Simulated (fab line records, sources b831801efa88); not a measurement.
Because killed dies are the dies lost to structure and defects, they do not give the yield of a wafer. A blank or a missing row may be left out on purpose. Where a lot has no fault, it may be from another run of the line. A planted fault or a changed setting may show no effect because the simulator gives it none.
Which of the tools did it? :: flow gf180mcu :: 42 wafers from 14 lots sampled at 3 of the route's 602 steps

## WHAT EACH GAUGE READ, for each wafer
GF_V1_THK_MEAS_01.
lot: L182
measured: day 17 00:14
on: film metro-04
V1_CVD_00_THK (nm): 604 602 604

lot: L183
measured: day 17 10:49
on: film metro-04
V1_CVD_00_THK (nm): 584 593 597

lot: L184
measured: day 17 17:31
on: film metro-02
V1_CVD_00_THK (nm): 591 597 589

lot: L185
measured: day 18 02:50
on: film metro-02
V1_CVD_00_THK (nm): 602 602 593

lot: L187
measured: day 19 06:02
on: film metro-01
V1_CVD_00_THK (nm): 599 600 604

lot: L189
measured: day 19 22:17
on: film metro-04
V1_CVD_00_THK (nm): 605 611 608

lot: L190
measured: day 20 02:50
on: film metro-02
V1_CVD_00_THK (nm): 605 609 610

lot: L192
measured: day 20 23:39
on: film metro-02
V1_CVD_00_THK (nm): 589 598 591

lot: L193
measured: day 21 07:22
on: film metro-02
V1_CVD_00_THK (nm): 605 600 601

lot: L194
measured: day 21 15:11
on: film metro-02
V1_CVD_00_THK (nm): 596 601 598

lot: L200
measured: day 23 17:49
on: film metro-02
V1_CVD_00_THK (nm): 593 603 598

lot: L202
measured: day 24 04:50
on: film metro-04
V1_CVD_00_THK (nm): 592 593 593

lot: L203
measured: day 24 12:50
on: film metro-01
V1_CVD_00_THK (nm): 603 597 600

lot: L204
measured: day 24 19:29
on: film metro-02
V1_CVD_00_THK (nm): 595 592 603

GF_M3_THK_MEAS_06: measures by xrf.
lot: L182
measured: day 20 02:53
on: film metro-04
M3_ALCU_THK (nm): 459 441 455

lot: L183
measured: day 20 17:25
on: film metro-02
M3_ALCU_THK (nm): 470 453 457

lot: L184
measured: day 20 22:51
on: film metro-03
M3_ALCU_THK (nm): 451 450 451

lot: L185
measured: day 21 08:36
on: film metro-02
M3_ALCU_THK (nm): 454 450 448

lot: L187
measured: day 22 10:43
on: film metro-03
M3_ALCU_THK (nm): 445 445 451

lot: L189
measured: day 23 04:22
on: film metro-03
M3_ALCU_THK (nm): 459 449 455

lot: L190
measured: day 23 06:29
on: film metro-03
M3_ALCU_THK (nm): 450 451 449

lot: L192
measured: day 24 02:45
on: film metro-04
M3_ALCU_THK (nm): 442 448 439

lot: L193
measured: day 24 09:57
on: film metro-02
M3_ALCU_THK (nm): 460 456 455

lot: L194
measured: day 24 16:54
on: film metro-02
M3_ALCU_THK (nm): 452 459 458

lot: L200
measured: day 26 16:29
on: film metro-02
M3_ALCU_THK (nm): 453 458 464

lot: L202
measured: day 27 00:57
on: film metro-04
M3_ALCU_THK (nm): 443 441 438

lot: L203
measured: day 27 07:27
on: film metro-03
M3_ALCU_THK (nm): 453 449 445

lot: L204
measured: day 27 17:04
on: film metro-04
M3_ALCU_THK (nm): 442 442 440

## EACH LOT AND THE TOOL THAT RAN IT (in order: tool; ch and the chambers of the sampled wafers; start)
lot: L182
GF_DNWELL_IMPLANT_07: implanter-03 ch 0, day 2 18:42

lot: L183
GF_DNWELL_IMPLANT_07: implanter-03 ch 0, day 2 23:39

lot: L184
GF_DNWELL_IMPLANT_07: implanter-02 ch 0, day 3 05:27

lot: L185
GF_DNWELL_IMPLANT_07: implanter-03 ch 0, day 3 09:07

lot: L187
GF_DNWELL_IMPLANT_07: implanter-01 ch 0, day 3 22:42

lot: L189
GF_DNWELL_IMPLANT_07: implanter-02 ch 0, day 4 09:18

lot: L190
GF_DNWELL_IMPLANT_07: implanter-03 ch 0, day 4 12:40

lot: L192
GF_DNWELL_IMPLANT_07: implanter-03 ch 0, day 4 23:41

lot: L193
GF_DNWELL_IMPLANT_07: implanter-03 ch 0, day 5 05:24

lot: L194
GF_DNWELL_IMPLANT_07: implanter-02 ch 0, day 5 08:58

lot: L200
GF_DNWELL_IMPLANT_07: implanter-03 ch 0, day 6 18:04

lot: L202
GF_DNWELL_IMPLANT_07: implanter-02 ch 0, day 7 05:36

lot: L203
GF_DNWELL_IMPLANT_07: implanter-03 ch 0, day 7 10:54

lot: L204
GF_DNWELL_IMPLANT_07: implanter-02 ch 0, day 7 13:59
- GF_DNWELL_IMPLANT_07

## WHAT THE TOOLS THEMSELVES READ (means of the sampled wafers that have a number; where no wafer has one, the mark that the record gives instead)
GF_DNWELL_IMPLANT_07.
lot: L182
tool: implanter-03
dose ions cm2: 9.996e+12

lot: L183
tool: implanter-03
dose ions cm2: 9.983e+12

lot: L184
tool: implanter-02
dose ions cm2: 1.000e+13

lot: L185
tool: implanter-03
dose ions cm2: 9.989e+12

lot: L187
tool: implanter-01
dose ions cm2: 9.995e+12

lot: L189
tool: implanter-02
dose ions cm2: 9.997e+12

lot: L190
tool: implanter-03
dose ions cm2: 9.978e+12

lot: L192
tool: implanter-03
dose ions cm2: 1.001e+13

lot: L193
tool: implanter-03
dose ions cm2: 1.002e+13

lot: L194
tool: implanter-02
dose ions cm2: 9.985e+12

lot: L200
tool: implanter-03
dose ions cm2: 1.000e+13

lot: L202
tool: implanter-02
dose ions cm2: 9.718e+12

lot: L203
tool: implanter-03
dose ions cm2: 1.001e+13

lot: L204
tool: implanter-02
dose ions cm2: 9.718e+12

## THE ANSWER, worked out from the rows above alone
Rule: usual is defined by the lots themselves. The widest of any qualifying gaps counts: lots, ordered by their means at a reading, are off when they make up no more than a third of the lots, leave a main group of 4 or more, and stand apart from it by 3 or more times the standard deviation of that group's means. If all means in a main group match to the digits the tables above print for the reading, that group is not used. Also off: a lot with no number at a reading for which 4 or more lots have one. Any other lot the step has rows for is counted as sound. Order of review: gauges by route order, followed by the tools' own readings, for which a lot's mean as printed above is used. At the first step where some lot is off, the reading lying furthest off is the one used; lots without a number count as furthest.
Off at GF_DNWELL_IMPLANT_07 (dose ions cm2): L202, L204. Main group: mean 9.997e+12, sd 1.2e+10.
If a tool, at that step or one of the process steps before it, ran each lot that is off and ran no sound lot following the first of them, it fits. One fits: implanter-02 at GF_DNWELL_IMPLANT_07. A fault onset in the window from L194 (day 5 08:58, its last sound lot) to L202 (day 7 05:36, its first lot off) fits.
On the lots that are off, the tool's own readings at GF_DNWELL_IMPLANT_07 differ by more than 5 times the standard deviation of the sound lots' means, which bears it out; dose ions cm2 reads 9.718e+12 there versus 9.997e+12 on the sound lots.

## WHAT THE SIMULATOR PUT IN
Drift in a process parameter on implanter-02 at GF_DNWELL_IMPLANT_07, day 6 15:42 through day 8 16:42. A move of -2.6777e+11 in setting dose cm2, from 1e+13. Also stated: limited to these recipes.
Lots struck among those shown: L202, L204. The same result came from the rule above.
